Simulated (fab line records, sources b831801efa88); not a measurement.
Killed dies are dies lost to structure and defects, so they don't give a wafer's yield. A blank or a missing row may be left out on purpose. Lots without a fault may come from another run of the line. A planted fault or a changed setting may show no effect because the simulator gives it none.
Which tool did it? | flow sky130 | 15 lots, 45 wafers sampled, at 4 steps of a route of 708

WHAT THE GAUGES READ, wafer by wafer
SKY_METAL3_OVL_MEAS_14.
lot  | measured     | on         | METAL3_OVL (nm)
L688 | day 38 03:14 | overlay-01 | 3 0 -3
L687 | day 38 06:35 | overlay-01 | 1 1 -6
L689 | day 38 21:01 | overlay-02 | -3 4 -11
L693 | day 40 07:44 | overlay-01 | -4 -13 -4
L694 | day 40 14:32 | overlay-01 | 2 7 8
L695 | day 40 17:56 | overlay-02 | 5 -1 -2
L697 | day 41 16:08 | overlay-02 | 4 -1 -4
L698 | day 41 17:33 | overlay-02 | 4 -3 8
L699 | day 42 04:37 | overlay-01 | 10 10 4
L700 | day 42 08:48 | overlay-01 | 6 8 7
L701 | day 42 13:44 | overlay-01 | -2 -2 7
L702 | day 42 15:59 | overlay-01 | 0 3 -5
L703 | day 43 00:19 | overlay-02 | -8 -5 -6
L709 | day 44 20:26 | overlay-01 | -2 -5 -3
L710 | day 45 02:20 | overlay-01 | 1 12 8

SKY_VIA3_OVL_MEAS_13.
lot  | measured     | on         | VIA3_OVL (nm)
L688 | day 39 05:45 | overlay-01 | 5 10 3
L687 | day 39 09:14 | overlay-01 | 0 -10 -10
L689 | day 39 23:26 | overlay-01 | 2 0 -1
L693 | day 41 09:48 | overlay-01 | 4 1 3
L694 | day 41 16:32 | overlay-01 | 1 -3 -6
L695 | day 41 20:16 | overlay-02 | 3 11 -2
L697 | day 42 16:21 | overlay-02 | 6 0 -2
L698 | day 42 18:21 | overlay-02 | 8 -4 10
L699 | day 43 05:34 | overlay-02 | -2 3 4
L700 | day 43 09:59 | overlay-01 | -12 -3 -3
L701 | day 43 14:58 | overlay-02 | -8 -4 -3
L702 | day 43 15:41 | overlay-02 | 10 14 13 8 12 13
L703 | day 44 00:40 | overlay-02 | 20 20 10 18 20 11
L709 | day 45 19:10 | overlay-02 | -9 -4 -5
L710 | day 46 00:56 | overlay-01 | 15 11 15 16 8 12

WHICH TOOL RAN EACH LOT (tool, then ch and the chambers of the sampled wafers, then the start)
lot  | SKY_VIA3_CMP_02               | SKY_VIA3_EXPOSE_09
L688 | cmp-02 ch 0,2, day 38 04:31   | krf_scanner-01 ch 0, day 38 17:26
L687 | cmp-02 ch 0,1,2, day 38 07:50 | krf_scanner-02 ch 0, day 38 21:07
L689 | cmp-02 ch 0,2,3, day 38 22:19 | krf_scanner-01 ch 0, day 39 11:08
L693 | cmp-02 ch 0,1, day 40 08:59   | krf_scanner-01 ch 0, day 40 21:57
L694 | cmp-02 ch 2,3, day 40 15:43   | krf_scanner-01 ch 0, day 41 04:33
L695 | cmp-01 ch 0,1,3, day 40 19:38 | krf_scanner-02 ch 0, day 41 08:17
L697 | cmp-01 ch 1,2, day 41 17:19   | krf_scanner-01 ch 0, day 42 04:59
L698 | cmp-02 ch 1,2,3, day 41 18:43 | krf_scanner-02 ch 0, day 42 06:52
L699 | cmp-02 ch 0,2,3, day 42 05:49 | krf_scanner-01 ch 0, day 42 18:20
L700 | cmp-01 ch 0,2,3, day 42 10:15 | krf_scanner-02 ch 0, day 42 22:53
L701 | cmp-01 ch 0,3, day 42 14:55   | krf_scanner-01 ch 0, day 43 03:26
L702 | cmp-01 ch 0,1,3, day 42 17:16 | krf_scanner-01 ch 0, day 43 04:53
L703 | cmp-01 ch 0,2,3, day 43 01:31 | krf_scanner-01 ch 0, day 43 13:30
L709 | cmp-02 ch 0,2,3, day 44 21:48 | krf_scanner-02 ch 0, day 45 08:43
L710 | cmp-01 ch 0,2, day 45 03:56   | krf_scanner-01 ch 0, day 45 15:13
- SKY_VIA3_CMP_02: polishes SiO2.
- SKY_VIA3_EXPOSE_09: exposes mask VIM3, target cd 200 nm.

WHAT THE TOOLS THEMSELVES READ (means of the sampled wafers that have a number; where no wafer has one, the mark that the record gives instead)
SKY_VIA3_CMP_02.
lot  | tool   | motor_current_A (A)
L688 | cmp-02 | 11.7
L687 | cmp-02 | 10.7
L689 | cmp-02 | 13.2
L693 | cmp-02 | 9.7
L694 | cmp-02 | 14.5
L695 | cmp-01 | 12.7
L697 | cmp-01 | 11.4
L698 | cmp-02 | 12.8
L699 | cmp-02 | 13.0
L700 | cmp-01 | 12.6
L701 | cmp-01 | 13.2
L702 | cmp-01 | 12.7
L703 | cmp-01 | 12.6
L709 | cmp-02 | 13.0
L710 | cmp-01 | 12.0

THE ANSWER, worked out from the rows above alone
Rule: what is usual is taken from the lots themselves. Put in order of their means at a reading, lots are off if they are a third of the lots or fewer, leave a main group of 4 or more, and stand apart from it by a gap of 3 or more times the standard deviation of the main group's means; of several such gaps the widest counts. A main group whose means are all the same, to the digits that the tables above print for the reading, isn't used. A lot without any number at a reading at which 4 lots or more have one is off too. The other lots that the step has rows for count as sound. The gauges are gone through in route order, then the tools' own readings, and for those a lot's mean is taken as printed above. The first step at which some lot is off is used, and at that step the reading that is off furthest; a lot without a number counts as furthest.
No lot is off at any reading shown: from this, nothing can be told.

WHAT THE SIMULATOR HAD PUT IN
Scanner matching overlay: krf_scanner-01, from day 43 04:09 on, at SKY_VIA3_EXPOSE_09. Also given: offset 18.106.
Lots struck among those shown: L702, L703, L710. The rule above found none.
